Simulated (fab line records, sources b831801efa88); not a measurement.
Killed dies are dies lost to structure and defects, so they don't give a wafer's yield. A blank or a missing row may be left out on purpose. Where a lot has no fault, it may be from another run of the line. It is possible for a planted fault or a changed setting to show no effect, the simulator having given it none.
Split-lot trial | flow sfq_line | route with 325 steps; 5 lots, 23 wafers read

== THE SPLIT ITSELF ==
At SFQ_TRILAYER_I6_VIA_BARC_OPEN_VIA_ETCH_235 (etches BARC in O2, target depth 125 nm, time 41.7 s), the setting time_s was moved away from the recipe's 41.7 s on 5 of the 23 wafers read, by -12.7% to +12.4%. For the rest of the wafers, this setting stayed at what the recipe calls for.

Reading taken at the split's own step.

== THE READING ==
oes_product_au, in a.u., at SFQ_TRILAYER_I6_VIA_BARC_OPEN_VIA_ETCH_235 (etches BARC in O2, target depth 125 nm, time 41.7 s). A value of 0.682 a.u. with a standard deviation of 0.0039 a.u. is what fault-free wafers of this fab line usually give.

wafer  | tool, chamber at the split | time_s as run, s | against the recipe | oes_product_au, a.u. | against lot-mates on the recipe
L074.1 | rie_diel-04, 3             | 41.7             | recipe             | 0.687                | -
L074.2 | rie_diel-04, 1             | 41.7             | recipe             | 0.682                | -
L074.3 | rie_diel-04, 0             | 41.7             | recipe             | 0.685                | -
L074.4 | rie_diel-04, 2             | 41.7             | recipe             | 0.682                | -
L074.6 | rie_diel-04, 1             | 41.7             | recipe             | 0.680                | -
L076.1 | rie_diel-04, 1             | 36.42            | -12.7%             | 0.731                | +0.047
L076.2 | rie_diel-04, 2             | 41.7             | recipe             | 0.683                | -
L076.3 | rie_diel-04, 0             | 41.7             | recipe             | 0.684                | -
L076.5 | rie_diel-04, 3             | 36.42            | -12.7%             | 0.729                | +0.045
L076.6 | rie_diel-04, 0             | 36.42            | -12.7%             | 0.722                | +0.038
L080.1 | rie_diel-01, 3             | 41.7             | recipe             | 0.684                | -
L080.2 | rie_diel-01, 1             | 41.7             | recipe             | 0.684                | -
L080.3 | rie_diel-01, 2             | 41.7             | recipe             | 0.681                | -
L080.4 | rie_diel-01, 0             | 41.7             | recipe             | 0.686                | -
L080.5 | rie_diel-01, 2             | 41.7             | recipe             | 0.688                | -
L081.1 | rie_diel-04, 1             | 41.7             | recipe             | 0.685                | -
L081.2 | rie_diel-04, 3             | 46.86            | +12.4%             | 0.664                | -0.020
L081.4 | rie_diel-04, 2             | 41.7             | recipe             | 0.688                | -
L081.5 | rie_diel-04, 3             | 46.86            | +12.4%             | 0.672                | -0.012
L081.6 | rie_diel-04, 0             | 41.7             | recipe             | 0.679                | -
L082.1 | rie_diel-03, 0             | 41.7             | recipe             | 0.685                | -
L082.2 | rie_diel-03, 3             | 41.7             | recipe             | 0.681                | -
L082.4 | rie_diel-03, 2             | 41.7             | recipe             | 0.687                | -

FIT RESULTS
A straight line over all 23 wafers: oes_product_au changes by -0.00255 a.u. for each +1% of time_s; r = -0.92; the points scatter about the line by 0.0065 a.u.
The same after taking each lot's own level away (the mean of its wafers on the recipe; 23 wafers): -0.00257 a.u. for each +1%; r = -0.92; scatter 0.0065 a.u.
That fit puts the effect of the largest move of time_s on the reading at 0.033 a.u.
The span of the lots' own levels, 0.6832 to 0.6846 a.u., comes to 0.4 times the standard deviation stated above.
The two slopes are in agreement: the lot-to-lot level therefore moves the slope only a little.
Check: +0.0318 a.u. against its lot-mates is what the line predicts for one of the wafers moved furthest among these (-12.7%) when that wafer is left out of the fit. Against them it came out at +0.0475 a.u.
Tool readings at the split's step, against how far the setting was moved: oes_product_au r = -0.92.

== THE WHOLE CHAIN: every reading that the file lists as answering this split, in the file's order ==
step                                       | what it does                                          | reading                                                                                       | change (the file's fit)                  | r (the file's)
SFQ_TRILAYER_I6_VIA_BARC_OPEN_VIA_ETCH_235 | etches BARC in O2, target depth 125 nm, time 41.7 s   | oes_product_au                                                                                | -0.0024 a.u. for each +1% of the setting | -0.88
SFQ_TRILAYER_I6_VIA_BARC_OPEN_VIA_ETCH_235 | etches BARC in O2, target depth 125 nm, time 41.7 s   | KrF_of_TRILAYER_I6_VIA_LITHO_COAT_169.thk_nm (the simulator's own value, which no gauge read) | -0.489 nm for each +1% of the setting    | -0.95
SFQ_TRILAYER_I6_VIA_ETCH_VIA_ETCH_172      | etches SiO2 in CHF3, stops on Nb, target depth 260 nm | KrF_of_TRILAYER_I6_VIA_LITHO_COAT_169.thk_nm (the simulator's own value, which no gauge read) | -0.457 nm for each +1% of the setting    | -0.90

== THE FILE'S OWN FIT ==
oes_product_au changes by -0.0024 a.u. for each +1% of time_s, r = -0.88.
